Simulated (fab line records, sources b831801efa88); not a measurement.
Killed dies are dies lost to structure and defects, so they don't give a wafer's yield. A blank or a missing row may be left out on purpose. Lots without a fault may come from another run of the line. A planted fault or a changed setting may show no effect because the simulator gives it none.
fab line records | flow sky130
record lots=12 wafers=34 last_day=50
route steps=708 shown METAL3@565 VIA3@597 PAD_OPEN@708
lots that met no fault: from a run of the same line without faults
start_h: hours from the record's first day to the start of the lot's first wafer shown | wait_h: hours since the lot's step before | " the same as in the row above | L1.1+2: a row that stands for several wafers | - no value, or no start given | * or withheld: withheld | < > ~ a bound
route shown NAME@n: a module of which the file shows steps, and the number in the route of the first | usual: mean/standard deviation of fault-free wafers | same: alike in all rows | chamber/n: place in a boat | sites: the reading at each site | _std_site: their standard deviation | _edge_site: outer sites' mean less inner sites' | radius_mm: how far each site lies from the wafer's centre | mask NAME#n: copy n | behind: the tool/chamber that last shaped the wafer | hold: why the lot was held/for how many hours/how that ended | device: the transistor (n, p or np) that didn't switch | end of line: the same wafers' tests at the end of the route | a step without rows: its recipe alone | killed: dies lost to structure and defects at the first sort, not the wafer's yield | map: a wafer's dies, x killed, . not, _ none there
set.NAME: the setting as run; set.NAME@STEP: as run at that earlier step | model.NAME: the simulator's own value behind a step, which no gauge read
steps of the route over a sample of lots; a table a step, a row a wafer
services: from which hour (start_h, from the record's first day; less than 0 if before it) a tool's chamber was out of use, for how many hours, and why
## steps
# step SKY_METAL3_DESCUM_15
# recipe chemistry=O2 source_power_w=150 bias_power_w=0 pressure_mtorr=10 temp_c=40 time_s=8
# usual drypump_motor_current_A=6.23/0.13 oes_product_au=1.002/0.011 temp_c=40.00/0.11
# columns lot.wafer tool chamber start_h wait_h drypump_motor_current_A oes_product_au rf_hours_counter_h temp_c
L499.1 rie_metal-04 1 890.81 0.0 6.34 0.995 3 39.94
L499.4 " 1 " " 6.34 0.976 - 39.96
L499.5 " 1 " " 6.32 0.988 - 40.05
L500.2 rie_metal-02 1 907.09 0.0 6.32 1.010 11 39.96
L500.3 " 1 " " 6.32 1.017 - 40.13
L500.4 " 0 " " 5.89 1.002 - 39.97
L501.1 rie_metal-04 0 922.38 0.0 6.09 0.995 1 40.04
L501.2 " 1 " " 6.34 0.990 5 40.06
L501.6 " 1 " " 6.33 0.988 - 40.13
L502.4 rie_metal-04 1 927.75 0.0 6.34 0.983 - 40.10
L502.5 " 1 " " 6.34 0.987 - 39.84
L502.6 " 0 " " 6.12 0.998 - 40.06
L506.2 rie_metal-02 1 955.73 0.0 6.33 1.009 14 40.00
L506.5 " 0 " " 5.91 0.997 - 39.88
L506.6 " 1 " " 6.32 1.009 - 39.89
L512.2 rie_metal-04 1 995.24 0.0 6.34 0.999 9 39.96
L512.3 " 0 " " 6.07 0.999 - 40.12
L512.6 " 0 " " 6.07 0.998 - 40.07
L514.2 rie_metal-04 0 1012.26 0.0 6.10 0.997 6 40.01
L514.3 " 0 " " 6.06 1.004 - 40.03
L514.4 " 1 " " 6.35 0.998 - 40.00
L515.4 rie_metal-01 1 1020.99 0.0 6.27 1.010 - 40.03
L515.5 " 0 " " 6.29 1.012 - 39.99
L517.2 rie_metal-02 1 1029.26 0.0 6.34 1.014 19 40.07
L517.4 " 0 " " 5.89 0.993 - 40.31
L520.2 rie_metal-01 1 1053.31 0.0 6.27 1.020 4 40.20
L520.5 " 0 " " 6.29 1.010 - 40.03
L520.6 " 1 " " 6.29 1.020 - 40.09
L521.2 rie_metal-04 0 1059.44 0.0 6.11 1.010 8 40.02
L521.3 " 1 " " 6.33 0.989 - 40.03
L521.6 " 0 " " 6.11 0.990 - 40.07
L522.2 rie_metal-01 0 1062.30 0.0 6.32 1.000 - 40.08
L522.4 " 0 " " 6.30 1.002 - 39.92
L522.5 " 0 " " 6.31 1.009 - 40.10
# step SKY_METAL3_METAL_ETCH_18
# recipe target_depth_a=8450 stop_on=SiO2 over_etch_frac=0.3 time_s=183.1 chemistry=Cl2/BCl3 resist_sidewall_deg=88 pressure_mtorr=10 icp_w=900 bias_w=48.5 Cl2_flow_sccm=60 bcl3_flow_sccm=30
# usual drypump_motor_current_A=6.21/0.15 oes_product_au=0.866/0.0067 throttle_valve_pct=22.265/0.0095
# columns lot.wafer tool chamber start_h wait_h drypump_motor_current_A oes_product_au rf_hours_counter_h throttle_valve_pct
L499.1 rie_metal-01 0 891.09 0.0 6.26 0.863 12 22.271
L499.4 " 0 " " 6.27 0.862 - 22.271
L499.5 " 0 " " 6.27 0.862 - 22.275
L500.2 rie_metal-04 0 907.24 0.0 6.08 0.864 0 22.266
L500.3 " 0 " " 6.08 0.859 - 22.263
L500.4 " 1 " " 6.33 0.852 - 22.260
L501.1 rie_metal-02 1 922.53 0.0 6.31 0.864 12 22.248
L501.2 " 0 " " 5.90 0.870 17 22.283
L501.6 " 0 " " 5.89 0.874 - 22.277
L502.4 rie_metal-01 0 928.07 0.2 6.26 0.871 - 22.256
L502.5 " 0 " " 6.25 0.875 - 22.262
L502.6 " 0 " " 6.24 0.871 - 22.284
L506.2 rie_metal-01 0 955.94 0.1 6.27 0.871 - 22.257
L506.5 " 0 " " 6.30 0.872 - 22.268
L506.6 " 0 " " 6.27 0.874 - 22.268
L512.2 rie_metal-02 1 995.39 0.0 6.31 0.867 16 22.250
L512.3 " 0 " " 5.89 0.859 - 22.265
L512.6 " 0 " " 5.89 0.861 - 22.260
L514.2 rie_metal-02 1 1012.41 0.0 6.31 0.861 18 22.267
L514.3 " 1 " " 6.31 0.868 - 22.264
L514.4 " 0 " " 5.89 0.880 - 22.264
L515.4 rie_metal-02 1 1021.19 0.1 6.30 0.873 - 22.275
L515.5 " 0 " " 5.91 0.878 - 22.274
L517.2 rie_metal-01 1 1029.41 0.0 6.28 0.859 2 22.281
L517.4 " 1 " " 6.29 0.858 - 22.260
L520.2 rie_metal-02 1 1053.52 0.1 6.29 0.877 - 22.278
L520.5 " 1 " " 6.29 0.873 - 22.263
L520.6 " 1 " " 6.32 0.864 - 22.265
L521.2 rie_metal-02 1 1059.65 0.1 6.29 0.855 - 22.255
L521.3 " 1 " " 6.29 0.858 - 22.265
L521.6 " 1 " " 6.28 0.860 - 22.249
L522.2 rie_metal-02 1 1062.63 0.1 6.33 0.868 - 22.279
L522.4 " 1 " " 6.30 0.861 - 22.263
L522.5 " 1 " " 6.32 0.862 - 22.269
# step SKY_METAL3_STRIP_19
# recipe chemistry=O2/N2 power_w=1400 pressure_mtorr=1500 platen_temp_c=withheld o2_flow_sccm=3000 n2_flow_sccm=300 overash_fraction=0.5
# usual drypump_motor_current_A=5.8/0.41 n2_flow_sccm=300.1/0.97 oes_product_au=0.500/0.0062 strip_time_to_endpoint_s=6.49/0.083
# columns lot.wafer tool chamber start_h wait_h drypump_motor_current_A n2_flow_sccm oes_product_au rf_hours_counter_h strip_time_to_endpoint_s
L499.1 plasma_asher-03 1 891.45 0.3 5.7 299.1 0.497 44 6.49
L499.4 " 0 " " 5.6 299.9 0.494 - 6.41
L499.5 " 1 " " 5.7 300.7 0.503 - 6.45
L500.2 plasma_asher-02 0 907.42 0.1 5.3 298.8 0.503 16 6.58
L500.3 " 1 " " 5.7 300.6 0.497 - 6.53
L500.4 " 0 " " 5.4 300.6 0.505 - 6.55
L501.1 plasma_asher-02 1 922.71 0.1 5.7 299.8 0.501 17 6.45
L501.2 " 0 " " 5.3 300.6 0.498 17 6.53
L501.6 " 1 " " 5.7 300.5 0.508 - 6.55
L502.4 plasma_asher-02 0 928.28 0.2 5.4 301.7 0.500 - 6.52
L502.5 " 1 " " 5.7 298.9 0.499 - 6.54
L502.6 " 0 " " 5.4 300.6 0.497 - 6.49
L506.2 plasma_asher-02 1 956.23 0.2 5.7 299.6 0.486 22 6.31
L506.5 " 0 " " 5.4 298.7 0.487 - 6.33
L506.6 " 1 " " 5.7 300.2 0.499 - 6.34
L512.2 plasma_asher-03 0 995.57 0.1 5.6 297.7 0.497 58 6.46
L512.3 " 0 " " 5.6 299.5 0.498 - 6.53
L512.6 " 0 " " 5.6 298.6 0.499 - 6.57
L514.2 plasma_asher-01 1 1012.59 0.1 6.6 298.1 0.502 122 6.50
L514.3 " 0 " " 6.5 298.5 0.499 - 6.50
L514.4 " 1 " " 6.6 299.3 0.512 - 6.67
L515.4 plasma_asher-02 0 1021.34 0.1 5.3 300.0 0.495 - 6.43
L515.5 " 0 " " 5.3 299.0 0.500 - 6.51
L517.2 plasma_asher-02 0 1029.59 0.1 5.4 299.2 0.500 30 6.49
L517.4 " 1 " " 5.7 300.1 0.503 - 6.47
L520.2 plasma_asher-03 1 1053.85 0.3 5.7 300.2 0.503 64 6.48
L520.5 " 0 " " 5.6 300.7 0.496 - 6.48
L520.6 " 1 " " 5.7 300.8 0.503 - 6.46
L521.2 plasma_asher-03 0 1059.95 0.2 5.6 300.0 0.488 65 6.35
L521.3 " 1 " " 5.8 299.6 0.501 - 6.46
L521.6 " 0 " " 5.6 299.4 0.491 - 6.43
L522.2 plasma_asher-03 1 1062.93 0.2 5.7 299.5 0.488 65 6.40
L522.4 " 1 " " 5.7 299.9 0.501 - 6.44
L522.5 " 0 " " 5.6 300.5 0.500 - 6.45
# step SKY_VIA3_CMP_24
# recipe stop_on=SiO2 t_overpolish_s=20 down_force_psi=3.5 platen_rpm=60 target_thk_nm=0 pad_velocity_m_s=0.94248
# usual motor_current_A=10.1/1.2 overpolish_run_s=20.001/0.0087 time_to_endpoint_s=93/3
# columns lot.wafer tool chamber start_h wait_h motor_current_A overpolish_run_s time_to_endpoint_s
L499.4 cmp-01 2 919.17 0.0 8.2 20.002 91
L499.1 " 3 " " 10.7 19.997 97
L499.5 " 2 " " 9.0 19.995 90
L500.2 cmp-01 3 934.22 0.1 10.5 19.992 91
L500.4 " 0 " " 10.9 20.007 98
L500.3 " 1 " " 9.4 19.999 87
L501.2 cmp-02 3 950.27 0.0 10.1 20.020 95
L501.1 " 0 " " 11.5 20.001 91
L501.6 " 3 " " 10.3 19.990 93
L502.4 cmp-02 2 955.43 0.2 7.6 19.995 94
L502.6 " 3 " " 10.5 20.016 94
L502.5 " 0 " " 11.0 20.006 88
L506.2 cmp-02 0 982.27 0.1 11.4 19.989 89
L506.6 " 3 " " 10.7 19.999 89
L506.5 " 0 " " 11.3 20.001 90
L512.3 cmp-01 0 1021.68 0.0 10.5 19.998 98
L512.2 " 2 " " 9.6 19.997 93
L512.6 " 0 " " 10.4 19.994 96
L514.4 cmp-02 2 1037.46 0.0 7.3 20.002 56
L514.2 " 3 " " 10.1 20.008 94
L514.3 " 1 " " 10.6 20.000 50
L515.4 cmp-02 0 1046.07 0.0 11.8 19.999 49
L515.5 " 0 " " 11.8 19.990 90
L517.2 cmp-02 3 1053.99 0.0 9.8 19.999 94
L517.4 " 1 " " 11.3 20.014 51
L520.2 cmp-01 0 1079.72 1.9 10.5 19.999 93
L520.6 " 3 " " 11.3 19.986 95
L520.5 " 0 " " 10.7 19.992 91
L521.3 cmp-01 3 1083.27 0.2 11.5 20.010 94
L521.2 " 0 " " 10.5 20.013 93
L521.6 " 3 " " 10.7 19.998 96
L522.4 cmp-01 0 1086.41 0.7 10.7 20.023 97
L522.2 " 2 " " 8.6 20.021 96
L522.5 " 3 " " 11.5 19.999 97
# step SKY_PAD_OPEN_PROBE_99
# usual defect_limited_yield=82.4/1.8 killed_at_M0_to_M3=45/6.8 killed_at_M4_up=3.2/1.6 killed_at_contacts=24/5.1 killed_at_front_end=14/4.4 killed_at_other=0.4/0.65 killed_dies=87/8.8 killed_open=47/7.2 killed_short=39/6.1 sort_bin_3_pad_short=0.9/0.38 sort_bin_5_function=10.4/1.5 sort_bin_6_memory=6.4/1.1 sort_n_pass=405/8.8 sort_yield_pct=82.4/1.8
# same gross_dies=492 killed_at_back_side=0 sort_bin_4_leakage[%]=0 sort_bin_8_speed[%]=0
# columns lot.wafer tool chamber start_h wait_h defect_limited_yield[%] killed_at_M0_to_M3 killed_at_M4_up killed_at_contacts killed_at_front_end killed_at_other killed_dies killed_open killed_short sort_bin_3_pad_short[%] sort_bin_5_function[%] sort_bin_6_memory[%] sort_n_pass sort_yield_pct[%]
L499.1 prober-01 - 1063.79 0.1 81.3 37 5 31 19 0 92 49 43 1.0 10.8 6.9 400 81.3
L499.4 prober-01 - 1063.94 0.2 84.1 42 3 24 9 0 78 44 34 1.0 8.1 6.7 414 84.1
L499.5 prober-01 - 1063.99 0.2 79.9 46 1 27 25 0 99 54 44 0.4 11.8 7.9 393 79.9
L500.2 prober-01 - 1079.99 0.1 83.9 36 4 25 13 1 79 37 42 0.4 8.9 6.7 413 83.9
L500.3 prober-01 - 1080.04 0.2 82.7 45 2 20 18 0 85 49 36 1.4 11.6 4.3 407 82.7
L500.4 prober-01 - 1080.09 0.2 82.3 36 2 30 18 1 87 52 35 0.6 10.8 6.3 405 82.3
L501.1 prober-02 - 1092.89 0.1 82.5 39 6 19 20 2 86 45 40 0.6 11.0 5.9 406 82.5
L501.2 prober-02 - 1092.94 0.1 82.5 39 4 21 22 0 86 48 37 0.4 11.8 5.3 406 82.5
L501.6 prober-02 - 1093.14 0.2 82.1 46 3 27 11 1 88 52 36 0.6 11.4 5.9 404 82.1
L502.4 prober-01 - 1096.39 0.2 83.7 34 4 33 9 0 80 44 34 0.6 9.8 5.9 412 83.7
L502.5 prober-01 - 1096.44 0.2 77.8 56 2 30 21 0 109 56 53 2.2 11.8 8.1 383 77.8
L502.6 prober-01 - 1096.49 0.2 83.7 32 4 36 8 0 80 47 33 1.4 9.3 5.5 412 83.7
L506.2 prober-01 - 1120.45 0.1 83.9 38 2 20 19 0 79 38 41 0.6 8.1 7.3 413 83.9
L506.5 prober-01 - 1120.60 0.2 83.3 52 2 20 7 1 82 52 28 1.2 9.1 6.3 410 83.3
L506.6 prober-01 - 1120.65 0.2 81.5 48 3 22 18 0 91 45 46 0.8 10.6 7.1 401 81.5
L512.2 prober-01 - 1150.88 0.1 81.9 51 4 12 21 1 89 47 42 0.6 10.6 6.9 403 81.9
L512.3 prober-01 - 1150.93 0.2 85.0 38 2 26 7 1 74 39 34 0.8 8.7 5.5 418 85.0
L512.6 prober-01 - 1151.08 0.2 84.6 31 4 24 17 0 76 38 38 0.6 8.7 6.1 416 84.6
L514.2 prober-01 - 1164.68 0.1 84.1 43 2 24 8 1 78 43 35 1.0 9.1 5.7 414 84.1
L514.3 prober-01 - 1164.73 0.2 81.9 47 3 28 10 1 89 44 45 1.2 9.8 7.1 403 81.9
L514.4 prober-01 - 1164.78 0.2 82.9 48 2 21 13 0 84 47 37 0.4 12.2 4.5 408 82.9
L515.4 prober-02 - 1170.14 0.2 83.9 37 2 27 12 1 79 49 29 0.6 10.6 4.9 413 83.9
L515.5 prober-02 - 1170.19 0.2 81.5 52 6 24 8 1 91 50 40 1.4 10.4 6.7 401 81.5
L517.2 prober-02 - 1176.88 0.1 80.5 55 4 28 9 0 96 57 39 1.4 11.2 6.9 396 80.5
L517.4 prober-02 - 1176.98 0.2 82.1 48 1 26 12 1 88 52 36 0.6 9.6 7.7 404 82.1
L520.2 prober-01 - 1197.14 0.1 82.5 44 7 23 10 2 86 48 38 0.4 10.6 6.5 406 82.5
L520.5 prober-01 - 1197.29 0.2 81.7 45 3 25 17 0 90 49 41 0.4 11.2 6.7 402 81.7
L520.6 prober-01 - 1197.34 0.2 85.6 39 2 19 10 1 71 39 32 1.2 9.3 3.9 421 85.6
L521.2 prober-02 - 1201.37 0.1 78.7 46 2 30 26 1 105 72 33 0.4 13.6 7.3 387 78.7
L521.3 prober-02 - 1201.42 0.2 81.1 57 1 23 12 0 93 49 44 1.6 9.8 7.5 399 81.1
L521.6 prober-02 - 1201.57 0.2 85.4 36 2 21 13 0 72 50 22 0.4 8.1 6.1 420 85.4
L522.2 prober-01 - 1202.98 0.1 82.7 47 5 22 10 1 85 45 40 1.0 11.0 5.3 407 82.7
L522.4 prober-01 - 1203.08 0.2 82.1 45 2 26 15 0 88 48 40 0.6 10.2 7.1 404 82.1
L522.5 prober-01 - 1203.13 0.2 83.3 41 2 15 22 2 82 34 46 1.0 8.7 6.9 410 83.3
# killed by level:class
L499.1 LI_CONTACT:geometric_particle:open=10 CONTACT:geometric_particle:open=10 CONTACT:geometric_particle:short=8 METAL2:geometric_particle:short=8 VIA1:geometric_particle:open=7 VIA2:geometric_particle:open=5 FIELD_ISO:geometric_particle:short=4 METAL1:geometric_particle:short=4
L499.4 VIA1:geometric_particle:open=12 CONTACT:geometric_particle:open=11 METAL2:geometric_particle:short=10 VIA3:geometric_particle:open=7 LI_CONTACT:geometric_particle:open=5 FIELD_ISO:geometric_particle:short=4 CONTACT:geometric_particle:short=4 POLY_GATE:geometric_particle:open=2
L499.5 CONTACT:geometric_particle:open=15 VIA3:geometric_particle:open=12 FIELD_ISO:geometric_particle:short=7 METAL2:geometric_particle:short=7 VIA1:geometric_particle:open=7 LI_CONTACT:geometric_particle:open=5 VIA1:geometric_particle:short=5 POLY_GATE:geometric_particle:short=4
L500.2 CONTACT:geometric_particle:open=9 VIA1:geometric_particle:open=8 FIELD_ISO:geometric_particle:short=7 VIA2:geometric_particle:open=7 METAL1:geometric_particle:short=5 METAL2:geometric_particle:short=5 LI_CONTACT:geometric_particle:open=4 CONTACT:geometric_particle:short=4
L500.3 VIA1:geometric_particle:open=9 CONTACT:geometric_particle:open=7 METAL2:geometric_particle:short=7 VIA3:geometric_particle:open=7 LI_CONTACT:geometric_particle:open=6 VIA1:geometric_particle:short=6 FIELD_ISO:geometric_particle:open=5 FIELD_ISO:geometric_particle:short=4
L500.4 LI_CONTACT:geometric_particle:open=10 CONTACT:geometric_particle:open=10 VIA1:geometric_particle:open=9 VIA2:geometric_particle:open=8 FIELD_ISO:geometric_particle:open=6 METAL2:geometric_particle:short=6 FIELD_ISO:geometric_particle:short=5 CONTACT:geometric_particle:short=5
L501.1 FIELD_ISO:geometric_particle:open=10 VIA1:geometric_particle:open=10 CONTACT:geometric_particle:open=9 VIA2:geometric_particle:open=6 METAL4:geometric_particle:short=6 METAL1:geometric_particle:short=5 FIELD_ISO:geometric_particle:short=4 POLY_GATE:geometric_particle:short=4
L501.2 LI_CONTACT:geometric_particle:open=10 VIA1:geometric_particle:open=7 POLY_GATE:geometric_particle:open=6 METAL2:geometric_particle:short=6 VIA2:geometric_particle:open=6 POLY_GATE:geometric_particle:short=5 FIELD_ISO:geometric_particle:short=4 CONTACT:geometric_particle:open=4
L501.6 LI_CONTACT:geometric_particle:open=10 CONTACT:geometric_particle:open=10 VIA1:geometric_particle:open=9 METAL1:geometric_particle:short=8 VIA2:geometric_particle:open=6 VIA3:geometric_particle:open=6 POLY_GATE:geometric_particle:open=5 VIA3:geometric_particle:short=5
L502.4 CONTACT:geometric_particle:open=9 VIA1:geometric_particle:open=8 VIA2:geometric_particle:open=7 LOCAL_INTERCONNECT:geometric_particle:short=7 LI_CONTACT:geometric_particle:open=7 VIA3:geometric_particle:open=6 CONTACT:geometric_particle:short=5 FIELD_ISO:geometric_particle:open=4
L502.5 CONTACT:geometric_particle:open=12 VIA1:geometric_particle:open=11 FIELD_ISO:geometric_particle:short=7 VIA1:geometric_particle:short=7 LI_CONTACT:geometric_particle:open=7 CONTACT:geometric_particle:short=7 METAL2:geometric_particle:short=7 VIA3:geometric_particle:open=7
L502.6 LI_CONTACT:geometric_particle:open=13 CONTACT:geometric_particle:open=9 VIA1:geometric_particle:open=9 LOCAL_INTERCONNECT:geometric_particle:short=5 CONTACT:geometric_particle:short=5 VIA2:geometric_particle:open=5 LI_CONTACT:geometric_particle:short=4 METAL3:geometric_particle:short=4
L506.2 METAL1:geometric_particle:short=9 CONTACT:geometric_particle:open=8 FIELD_ISO:geometric_particle:short=5 FIELD_ISO:geometric_particle:open=5 LI_CONTACT:geometric_particle:open=5 VIA1:geometric_particle:open=5 VIA2:geometric_particle:short=5 VIA3:geometric_particle:open=5
L506.5 VIA1:geometric_particle:open=17 LI_CONTACT:geometric_particle:open=8 VIA3:geometric_particle:open=8 METAL1:geometric_particle:short=7 CONTACT:geometric_particle:open=6 VIA2:geometric_particle:open=6 POLY_GATE:geometric_particle:short=3 CONTACT:geometric_particle:short=3
L506.6 VIA1:geometric_particle:open=12 FIELD_ISO:geometric_particle:short=8 VIA1:geometric_particle:short=8 CONTACT:geometric_particle:short=7 METAL2:geometric_particle:short=7 LI_CONTACT:geometric_particle:open=6 CONTACT:geometric_particle:open=6 METAL1:geometric_particle:short=5
L512.2 VIA1:geometric_particle:open=13 VIA3:geometric_particle:open=11 POLY_GATE:geometric_particle:open=6 METAL1:geometric_particle:short=6 VIA2:geometric_particle:open=6 POLY_GATE:geometric_particle:short=5 LI_CONTACT:geometric_particle:short=5 VIA3:geometric_particle:short=5
L512.3 VIA3:geometric_particle:open=12 CONTACT:geometric_particle:open=7 METAL2:geometric_particle:short=7 LI_CONTACT:geometric_particle:open=6 CONTACT:geometric_particle:short=5 VIA2:geometric_particle:open=4 LI_CONTACT:geometric_particle:short=4 LOCAL_INTERCONNECT:geometric_particle:short=4
L512.6 CONTACT:geometric_particle:open=9 FIELD_ISO:geometric_particle:open=6 CONTACT:geometric_particle:short=6 VIA1:geometric_particle:open=6 VIA1:geometric_particle:short=6 FIELD_ISO:geometric_particle:short=5 LI_CONTACT:geometric_particle:open=5 METAL2:geometric_particle:short=4
L514.2 VIA2:geometric_particle:open=9 VIA1:geometric_particle:open=7 LI_CONTACT:geometric_particle:open=7 CONTACT:geometric_particle:short=7 METAL1:geometric_particle:short=6 FIELD_ISO:geometric_particle:open=5 VIA3:geometric_particle:short=5 CONTACT:geometric_particle:open=4
L514.3 LI_CONTACT:geometric_particle:open=9 VIA1:geometric_particle:open=9 METAL1:geometric_particle:short=9 CONTACT:geometric_particle:open=7 CONTACT:geometric_particle:short=7 VIA2:geometric_particle:open=7 VIA3:geometric_particle:short=5 VIA3:geometric_particle:open=5
L514.4 VIA1:geometric_particle:open=18 CONTACT:geometric_particle:open=10 METAL1:geometric_particle:short=7 POLY_GATE:geometric_particle:open=6 VIA3:geometric_particle:open=6 METAL2:geometric_particle:short=5 VIA3:geometric_particle:short=5 LI_CONTACT:geometric_particle:open=4
L515.4 CONTACT:geometric_particle:open=9 VIA3:geometric_particle:open=9 VIA1:geometric_particle:open=9 VIA2:geometric_particle:open=7 LI_CONTACT:geometric_particle:short=5 LI_CONTACT:geometric_particle:open=4 LOCAL_INTERCONNECT:geometric_particle:short=4 CONTACT:geometric_particle:short=4
L515.5 VIA3:geometric_particle:open=10 VIA1:geometric_particle:open=10 LOCAL_INTERCONNECT:geometric_particle:short=9 CONTACT:geometric_particle:open=8 METAL1:geometric_particle:short=8 VIA2:geometric_particle:open=6 METAL1:geometric_particle:open=5 POLY_GATE:geometric_particle:short=4
L517.2 VIA1:geometric_particle:open=15 CONTACT:geometric_particle:open=11 LI_CONTACT:geometric_particle:open=9 METAL2:geometric_particle:short=7 VIA2:geometric_particle:open=7 VIA1:geometric_particle:short=6 FIELD_ISO:geometric_particle:open=4 FIELD_ISO:geometric_particle:short=4
L517.4 CONTACT:geometric_particle:open=12 VIA1:geometric_particle:open=12 LI_CONTACT:geometric_particle:open=7 VIA2:geometric_particle:open=7 METAL1:geometric_particle:short=5 METAL2:geometric_particle:short=5 POLY_GATE:geometric_particle:open=4 LOCAL_INTERCONNECT:geometric_particle:short=4
L520.2 VIA1:geometric_particle:open=15 CONTACT:geometric_particle:open=8 VIA2:geometric_particle:open=6 LI_CONTACT:geometric_particle:open=5 VIA1:geometric_particle:short=5 METAL4:geometric_particle:short=5 LOCAL_INTERCONNECT:geometric_particle:short=4 CONTACT:geometric_particle:short=4
L520.5 VIA1:geometric_particle:open=12 LI_CONTACT:geometric_particle:open=9 FIELD_ISO:geometric_particle:short=7 VIA3:geometric_particle:open=7 VIA1:geometric_particle:short=7 VIA3:geometric_particle:short=6 CONTACT:geometric_particle:short=5 VIA2:geometric_particle:open=5
L520.6 METAL1:geometric_particle:short=10 CONTACT:geometric_particle:open=9 VIA1:geometric_particle:open=9 VIA3:geometric_particle:open=7 VIA2:geometric_particle:open=5 FIELD_ISO:geometric_particle:open=4 METAL2:geometric_particle:short=3 LI_CONTACT:geometric_particle:open=3
L521.2 CONTACT:geometric_particle:open=16 VIA1:geometric_particle:open=12 POLY_GATE:geometric_particle:open=10 VIA2:geometric_particle:open=10 FIELD_ISO:geometric_particle:open=6 FIELD_ISO:geometric_particle:short=6 LI_CONTACT:geometric_particle:open=5 CONTACT:geometric_particle:short=5
L521.3 VIA2:geometric_particle:open=10 VIA3:geometric_particle:open=10 VIA1:geometric_particle:open=10 CONTACT:geometric_particle:open=8 LI_CONTACT:geometric_particle:open=5 LOCAL_INTERCONNECT:geometric_particle:short=5 METAL1:geometric_particle:short=5 METAL2:geometric_particle:short=5
L521.6 CONTACT:geometric_particle:open=12 VIA1:geometric_particle:open=12 VIA3:geometric_particle:open=10 VIA1:geometric_particle:short=5 CONTACT:geometric_particle:short=4 LI_CONTACT:geometric_particle:open=4 FIELD_ISO:geometric_particle:short=3 POLY_GATE:geometric_particle:open=3
L522.2 VIA1:geometric_particle:open=11 VIA1:geometric_particle:short=9 LI_CONTACT:geometric_particle:open=8 METAL2:geometric_particle:short=5 LI_CONTACT:geometric_particle:short=5 VIA2:geometric_particle:open=5 CONTACT:geometric_particle:open=5 VIA3:geometric_particle:short=5
L522.4 VIA1:geometric_particle:open=9 METAL1:geometric_particle:short=8 VIA2:geometric_particle:open=8 VIA3:geometric_particle:open=8 CONTACT:geometric_particle:open=6 LOCAL_INTERCONNECT:geometric_particle:short=6 LI_CONTACT:geometric_particle:open=5 LI_CONTACT:geometric_particle:short=5
L522.5 VIA1:geometric_particle:open=8 VIA2:geometric_particle:short=7 POLY_GATE:geometric_particle:open=6 VIA1:geometric_particle:short=6 FIELD_ISO:geometric_particle:open=5 METAL1:geometric_particle:short=5 POLY_GATE:geometric_particle:short=4 LOCAL_INTERCONNECT:geometric_particle:short=4
## services
# columns tool chamber start_h hours kind
plasma_asher-03 - 867.80 16.0 pm
rie_metal-01 1 873.02 81.6 repair
cmp-02 - 876.24 1.0 repair
cmp-02 - 893.70 0.6 repair
cmp-01 - 912.00 4.0 pm
rie_metal-04 - 913.56 0.7 repair
rie_metal-02 - 956.76 1.4 pm
plasma_asher-02 - 960.83 9.2 repair
cmp-02 - 964.60 0.3 repair
rie_metal-02 0 969.84 10.9 repair
plasma_asher-01 - 979.70 15.6 pm
cmp-01 - 1026.79 11.4 pm
plasma_asher-01 - 1047.71 13.1 repair
rie_metal-02 0 1050.42 - clean
rie_metal-02 0 1050.42 17.3 scheduled_down
cmp-02 - 1055.84 0.7 repair
rie_metal-01 1 1057.85 5.7 repair
plasma_asher-01 - 1060.80 9.0 pm
cmp-02 - 1063.06 2.0 repair
plasma_asher-02 - 1065.97 2.8 repair
cmp-02 - 1070.30 10.6 repair
cmp-02 - 1079.00 12.3 repair
cmp-02 - 1081.55 2.7 repair
cmp-01 - 1085.39 0.7 repair
## key
first_sign step=SKY_VIA3_CMP_24 reading=time_to_endpoint_s direction=down sigmas=14 usual=* struck=*
effect none on later readings
met_at SKY_VIA3_CMP_24
struck_lots L514,L515,L517
struck_wafers L514.3,L514.4,L515.4,L517.4
not_acting_at SKY_METAL3_DESCUM_15,SKY_METAL3_METAL_ETCH_18,SKY_METAL3_STRIP_19
onset_between 982.27 1037.46
fault kind=process_parameter_drift tool=cmp-02 chamber=- onset_h=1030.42 steps=SKY_VIA3_CMP_24 channel=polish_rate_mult offset=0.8 shape=step end_h=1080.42 scope=struck_wafers_only
